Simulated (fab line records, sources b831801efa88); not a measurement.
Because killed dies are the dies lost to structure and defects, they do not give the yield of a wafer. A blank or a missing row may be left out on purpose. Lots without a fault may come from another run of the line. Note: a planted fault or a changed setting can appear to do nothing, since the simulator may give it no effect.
Comparing a struck lot with a sound one :: flow gf180mcu :: 15 steps out of a route of 602
Sound: these wafers, L450.1, L450.3, L450.5. The struck wafers were L456.1, L456.3, L456.6. Last of all comes the cause.
Order at every step that has rows: each side's tool, ch and its chambers, its first start. Under that, the readings that differ: sound wafers :: struck wafers :: difference of the means :: sigmas: that difference in standard deviations of wafers without a fault.
alike: words and numbers the same on both sides, and readings whose means are apart by under 2 such deviations; not compared: readings that were withheld, readings missing a value for some wafer, numbers with overlapping values and no deviation given by the record, and bounds like >300 which may hide the same value.
The two part at a step that has a row with sigmas, a row that says differs or no value, or rows on one side only. Non-overlapping numbers with no deviation appear without sigmas and do not part them. A reading missing from all wafers of one side parts the sides only when that side holds two or more wafers.

first, 4 steps without rows for these wafers: GF_M4_SOFTBAKE_10 (time 60 s); GF_M4_EXPOSE_11 (exposes mask Metal4, target cd 280 nm); GF_M4_PEB_12 (peb time 90 s); GF_M4_DEVELOP_13 (develop time 60 s).
GF_M4_CD_MEAS_14: the cd target is 280 nm.
  sound on cd sem-02, day 25 08:46; struck on cd sem-01, day 27 16:03
  alike: cd nm
GF_M4_OVL_MEAS_15:
  sound on overlay-02, day 25 08:53; struck on overlay-01, day 27 16:10
  alike: M4_OVL
GF_M4_METAL_ETCH_16: etches the open film in Cl2/BCl3, stops on SiO2, target depth 627.5 nm, time 104.6 s.
  sound on rie metal-04 ch 0,1, day 25 08:56; struck on rie metal-01 ch 0,1, day 27 16:13
  alike: drypump motor current A, oes product au, throttle valve pct
  not compared: rf hours counter h
GF_M4_STRIP_17: strips in O2/N2.
  sound on plasma asher-01 ch 0,1, day 25 09:02; struck on plasma asher-01 ch 0, day 27 16:19
  alike: drypump motor current A, heater power w, oes product au, strip time to endpoint s
  not compared: rf hours counter h
then, 3 steps without rows for these wafers: GF_M4_STRIP_18 (strips in post etch residue remover, time 1200 s); GF_M4_CLEAN_19 (cleans in DIW); GF_V4_CVD_00 (deposits SiO2, target thk 600 nm, time 100 s).
GF_V4_THK_MEAS_01:
  sound on film metro-01, day 25 09:39; struck on film metro-03, day 27 16:56
  alike: V4_CVD_00_THK
GF_V4_CVD_02: deposits SiO2 from TEOS, target thk 850 nm, time 94.851 s.
  sound on pecvd-02 ch 0,1,2, day 25 09:43; struck on pecvd-02 ch 0,2, day 27 16:59
reading: rf fwd power W (W)
sound: 595.0 592.2 601.9
struck: 685.0 690.9 690.5
difference: +92.4
sigmas: +42

reading: model.SiO2_of_V4_CVD_02.thk nm (nm)
sound: 816.1 854.7 855.7
struck: 865.3 866.7 882.7
difference: +29.4
sigmas: 
  alike: heater power w, susceptor temp C
GF_V4_THK_MEAS_03:
  sound on film metro-03, day 25 09:47; struck on film metro-04, day 27 17:03
reading: V4_CVD_02_THK (nm)
sound: 816 854 855
struck: 866 866 883
difference: +30
sigmas: +2
GF_V4_CMP_04: polishes SiO2.
  sound on cmp-02 ch 1,2,3, day 25 09:50; struck on cmp-02 ch 2,3, day 27 17:10
reading: time to endpoint s (s)
sound: 70 81 79
struck: 85 94 94
difference: +14
sigmas: +2
  alike: edge zone pressure frac, motor current A, platen rpm

WHERE THEY PART
At GF_V4_CVD_02 first; at GF_V4_CMP_04 last (within this record only).

WHY: what had been put in by the simulator
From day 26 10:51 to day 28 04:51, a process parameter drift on pecvd-02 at GF_V4_CVD_02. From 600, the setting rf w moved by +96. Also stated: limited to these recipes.
